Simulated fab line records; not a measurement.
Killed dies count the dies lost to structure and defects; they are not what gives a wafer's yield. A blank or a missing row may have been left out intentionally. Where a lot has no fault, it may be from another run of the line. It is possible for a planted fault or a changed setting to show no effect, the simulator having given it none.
Code-filled problem report in 8D (eight disciplines) form :: flow sky130 :: the parts of the form that need people (team, actions taken, sign-off) are left out

== 1. THE ISSUE ==
VT_ADJUST_LVTN_TW at SKY_VT_ADJUST_LVTN_TW_MEAS_10 reads a mean of 30.0 on 3 wafers of 1 lot; wafers without a fault read 241.7 with a standard deviation of 1.7. That is -99 or more standard deviations from the usual mean.
Earliest sighting: wafer L834.3 on filmMetro-01 at day 9 12:40. The record holds 39 wafers of 13 lots with a number at this step. By rule, "out" or "out of limits" means more than 4 standard deviations away from the usual mean. The other wafers with a number count as sound.

== 2. WHAT IT IS, AND WHAT IT ISN'T ==
question: which readings at this step
is: VT_ADJUST_LVTN_TW
is not: -

question: which lots
is: L834
is not: L824, L825, L827, L828, L829, L830, L831, L841, L843, L844, L845, L847

question: which wafers of those lots
is: all that have a number
is not: -

question: read on which gauges
is: filmMetro-01
is not: filmMetro-03, filmMetro-04

question: when
is: from day 9 12:40
is not: up to then (21 sound wafers); but 15 sound wafers of L841, L843, L844, L845, L847 came after

== 3. THE SUSPECTS, EACH WITH WHAT RULES IT OUT ==
Counting: a tool at any process step up to the reading remains a suspect when it ran all the lots that are out and ran no sound lot after the first of those.
- the gauge at SKY_VT_ADJUST_LVTN_TW_MEAS_10 is ruled out. All the wafers that are out were read on filmMetro-01, but those of them that SKY_VT_ADJUST_HVTP_STRIP_10 has rows for are out there too, on other tools.
- plasmaAsher-04 at SKY_VT_ADJUST_HVTP_STRIP_10 (strips in O2/N2): ruled out as a lasting fault. After its first lot that is out, L834 (day 8 14:16), sound lots L843, L844, L847 ran on it.
- plasmaAsher-02 at SKY_VT_ADJUST_LVTN_STRIP_09 (strips in O2/N2): ruled out as a lasting fault. After its first lot that is out, L834 (day 9 12:35), sound lots L847 ran on it.
Left after counting: nothing in the record.

== 4. THE CAUSE (what the simulator had put in) ==
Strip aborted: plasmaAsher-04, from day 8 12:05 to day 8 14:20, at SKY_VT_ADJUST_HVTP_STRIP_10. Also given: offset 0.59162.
Counting ruled it out, wrongly: the rule takes a fault to strike every lot that its tool runs from its start on, and this one did not.

== 5. THE CHAIN OF EFFECTS, in route order ==
Each row: a reading whose mean over the struck wafers that have a number lies more than 3 standard deviations from the usual. Scope: only readings with a usual standard deviation given in the record; hours: median across lots of the time from each lot's start at the first step in this table that gives one to its start at this step; sigmas: change in usual standard deviations.
hours: 0
step: SKY_VT_ADJUST_HVTP_STRIP_10
reading: oesProductAu
usual: 0.716 a.u.
on struck wafers: 0.941
change: +0.225
sigmas: +49

hours: 22
step: SKY_VT_ADJUST_LVTN_STRIP_09
reading: stripTimeToEndpointS
usual: 36.91 s
on struck wafers: 42.19
change: +5.28
sigmas: +41

hours: 22
step: SKY_VT_ADJUST_LVTN_TW_MEAS_10
reading: VT_ADJUST_LVTN_TW
usual: 241.7
on struck wafers: 30.0
change: -211.7
sigmas: -99 or more
Its process steps:
- SKY_VT_ADJUST_HVTP_STRIP_10: strips in O2/N2.
- SKY_VT_ADJUST_LVTN_STRIP_09: strips in O2/N2.
Readings that are blank on the struck wafers while sound wafers have them: stripTimeToEndpointS at SKY_VT_ADJUST_HVTP_STRIP_10.
Later steps that measure or inspect, where all struck wafers having a row at the step show a number for every such reading and not one has moved that far: SKY_VT_ADJUST_LVTN_OVL_MEAS_18, SKY_VT_ADJUST_NCORE_OVL_MEAS_08.

== 6. HOW IT WOULD HAVE BEEN CAUGHT EARLIER ==
Counted from the fault's start at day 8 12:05, it took 25 hours until the first out-of-limits reading at a measuring or inspecting step in this record, taken at day 9 12:40.
The tool's own readings at SKY_VT_ADJUST_HVTP_STRIP_10 were out on every struck wafer that the step has a row for (oesProductAu): an alarm limit on them would have fired on the first of those.
